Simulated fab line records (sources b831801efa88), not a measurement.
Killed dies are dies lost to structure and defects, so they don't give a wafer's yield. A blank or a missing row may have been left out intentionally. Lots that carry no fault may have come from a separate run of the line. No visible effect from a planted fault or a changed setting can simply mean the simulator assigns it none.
What tool caused it? -- flow gf180mcu -- Sampling: 11 lots, 33 wafers, 6 of 602 route steps

== WHAT THE GAUGES READ, wafer by wafer ==
GF_M3_RS_MEAS_05: uses a four-point probe to measure.
lot,measured,on,M3_ALCU_RS (ohm/sq)
L433,day 20 08:38,filmMetro-01,0.0690 0.0696 0.0693
L438,day 22 03:52,filmMetro-01,0.0696 0.0693 0.0693
L439,day 22 12:16,filmMetro-01,0.0697 0.0692 0.0687
L440,day 22 17:05,filmMetro-02,0.0702 0.0706 0.0702
L449,day 26 08:26,filmMetro-02,0.0703 0.0702 0.0717
L451,day 26 13:35,filmMetro-02,0.0691 0.0701 0.0694
L452,day 26 22:41,filmMetro-03,0.0705 0.0699 0.0691
L453,day 27 08:10,filmMetro-01,0.0694 0.0686 0.0691
L454,day 27 15:45,filmMetro-02,0.0701 0.0696 0.0696
L455,day 27 21:48,filmMetro-02,0.0699 0.0696 0.0696
L456,day 28 05:45,filmMetro-02,0.0681 0.0693 0.0685

GF_MIM_RS_MEAS_10: uses a four-point probe to measure.
lot,measured,on,MIM_ALCU_RS (ohm/sq)
L433,day 24 11:52,filmMetro-02,0.1639 0.1647 0.1642
L438,day 26 01:35,filmMetro-03,0.1182 0.1194 0.1190
L439,day 26 09:58,filmMetro-01,0.1186 0.1191 0.1186
L440,day 26 17:02,filmMetro-02,0.1193 0.1189 0.1191
L449,day 29 22:11,filmMetro-01,0.1600 0.1602 0.1599
L451,day 30 01:34,filmMetro-01,0.1602 0.1629 0.1621
L452,day 30 09:14,filmMetro-01,0.1631 0.1618 0.1619
L453,day 30 18:56,filmMetro-03,0.1600 0.1613 0.1609
L454,day 30 22:46,filmMetro-03,0.1602 0.1600 0.1605
L455,day 31 05:49,filmMetro-03,0.1622 0.1618 0.1619
L456,day 31 14:28,filmMetro-03,0.1620 0.1598 0.1631

GF_MIM_THK_MEAS_11: measures by xrf.
lot,measured,on,MIM_ALCU_THK (nm)
L433,day 24 11:59,filmMetro-02,195.9 195.2 195.9
L438,day 26 01:41,filmMetro-03,269.1 266.1 268.7
L439,day 26 10:04,filmMetro-01,269.3 267.8 268.5
L440,day 26 17:07,filmMetro-02,267.7 268.5 268.4
L449,day 29 22:16,filmMetro-01,201.7 202.3 202.1
L451,day 30 01:41,filmMetro-01,200.4 197.9 198.2
L452,day 30 09:21,filmMetro-01,196.7 198.1 199.4
L453,day 30 19:04,filmMetro-03,201.0 198.2 199.2
L454,day 30 22:53,filmMetro-03,201.7 200.5 200.1
L455,day 31 05:56,filmMetro-03,198.1 199.5 198.4
L456,day 31 14:35,filmMetro-03,199.7 201.2 198.6

== TOOL THAT RAN EACH LOT (tool first, then ch and the chambers of the sampled wafers, then the start) ==
lot,GF_M3_SPUTTER_02,GF_V3_ETCH_16,GF_MIM_SPUTTER_08
L433,"pvdSputter-03, day 20 08:33","rieDiel-04 ch 0,2,3, day 22 09:21","pvdSputter-01, day 24 11:49"
L438,"pvdSputter-03, day 22 03:44","rieDiel-03 ch 1,2, day 24 03:16","pvdSputter-02, day 26 01:30"
L439,"pvdSputter-02, day 22 12:06","rieDiel-04 ch 0,1,3, day 24 11:45","pvdSputter-02, day 26 09:51"
L440,"pvdSputter-01, day 22 16:56","rieDiel-02 ch 0,1, day 24 15:22","pvdSputter-02, day 26 16:55"
L449,"pvdSputter-01, day 26 08:17","rieDiel-03 ch 0,1,2, day 28 02:42","pvdSputter-02, day 29 22:04"
L451,"pvdSputter-03, day 26 13:29","rieDiel-03 ch 1,2,3, day 28 06:46","pvdSputter-02, day 30 01:31"
L452,"pvdSputter-01, day 26 22:35","rieDiel-03 ch 1,2,3, day 28 14:58","pvdSputter-01, day 30 09:10"
L453,"pvdSputter-03, day 27 08:04","rieDiel-02 ch 0,3, day 29 00:25","pvdSputter-01, day 30 18:53"
L454,"pvdSputter-03, day 27 15:40","rieDiel-02 ch 0,3, day 29 07:06","pvdSputter-02, day 30 22:42"
L455,"pvdSputter-03, day 27 21:41","rieDiel-03 ch 0,1,3, day 29 13:42","pvdSputter-02, day 31 05:44"
L456,"pvdSputter-02, day 28 05:40","rieDiel-02 ch 0,1,2, day 29 21:52","pvdSputter-03, day 31 14:25"
- GF_M3_SPUTTER_02: material AlCu, target thk 450 nm, time 23.9 s.
- GF_V3_ETCH_16: etches BARC in N2/H2.
- GF_MIM_SPUTTER_08: material AlCu, target thk 200 nm, time 10.6 s.

== AS READ BY THE TOOLS THEMSELVES (means over the sampled wafers that have a number; for cases with no such wafer, the mark the record gives instead) ==
GF_M3_SPUTTER_02.
lot,tool,cathodeDcPowerW (W),throttleValvePct (%)
L433,pvdSputter-03,10598,28.8
L438,pvdSputter-03,10599,29.7
L439,pvdSputter-02,10601,28.7
L440,pvdSputter-01,10598,30.3
L449,pvdSputter-01,10600,30.5
L451,pvdSputter-03,10601,29.7
L452,pvdSputter-01,10601,29.6
L453,pvdSputter-03,10599,29.8
L454,pvdSputter-03,10599,29.7
L455,pvdSputter-03,10601,28.9
L456,pvdSputter-02,10600,29.5

GF_V3_ETCH_16.
lot,tool,drypumpMotorCurrentA (A),oesProductAu (a.u.),rfFwdPowerW (W),throttleValvePct (%)
L433,rieDiel-04,5.58,0.859,495.8,13.213
L438,rieDiel-03,5.19,0.853,496.1,13.237
L439,rieDiel-04,5.51,0.858,494.5,13.225
L440,rieDiel-02,5.43,0.856,491.4,13.229
L449,rieDiel-03,5.20,0.854,495.4,13.228
L451,rieDiel-03,5.26,0.861,494.0,13.219
L452,rieDiel-03,5.24,0.853,494.4,13.224
L453,rieDiel-02,5.68,0.857,493.9,13.227
L454,rieDiel-02,5.93,0.856,495.4,13.221
L455,rieDiel-03,5.24,0.855,493.0,13.230
L456,rieDiel-02,5.60,0.853,493.1,13.232

GF_MIM_SPUTTER_08.
lot,tool,cathodeDcPowerW (W),throttleValvePct (%)
L433,pvdSputter-01,10602,30.0
L438,pvdSputter-02,14107,30.3
L439,pvdSputter-02,14106,29.6
L440,pvdSputter-02,14104,28.9
L449,pvdSputter-02,10600,30.3
L451,pvdSputter-02,10597,30.3
L452,pvdSputter-01,10602,31.2
L453,pvdSputter-01,10599,30.1
L454,pvdSputter-02,10598,30.2
L455,pvdSputter-02,10598,29.6
L456,pvdSputter-03,10600,28.9

== THE ANSWER, worked out from the rows above alone ==
Rule: the lots themselves supply what counts as usual. The widest of any qualifying gaps counts: lots, ordered by their means at a reading, are off when they make up no more than a third of the lots, leave a main group of 4 or more, and stand apart from it by 3 or more times the standard deviation of that group's means. If all means in a main group match to the digits the tables above print for the reading, that group is not used. Also off: a lot with no number at a reading for which 4 or more lots have one. All remaining lots with rows at the step are treated as sound. Order of review: gauges by route order, followed by the tools' own readings, for which a lot's mean as printed above is used. The first step at which some lot is off is used, and at that step the reading that is off furthest; a lot without a number counts as furthest.
Off: L438, L439, L440, at GF_MIM_RS_MEAS_10 (MIM_ALCU_RS). The main group has a mean of 0.1616 ohm/sq with a standard deviation of 0.0013.
A tool fits if, at a process step before that reading, it ran every lot that is off, and no sound lot after the first of them. The gauges at GF_MIM_RS_MEAS_10 aren't tried: what is off there is off at GF_MIM_SPUTTER_08 too, on other tools, and a gauge's error can't cause that. None of those tried fits.

== WHAT THE SIMULATOR PUT IN ==
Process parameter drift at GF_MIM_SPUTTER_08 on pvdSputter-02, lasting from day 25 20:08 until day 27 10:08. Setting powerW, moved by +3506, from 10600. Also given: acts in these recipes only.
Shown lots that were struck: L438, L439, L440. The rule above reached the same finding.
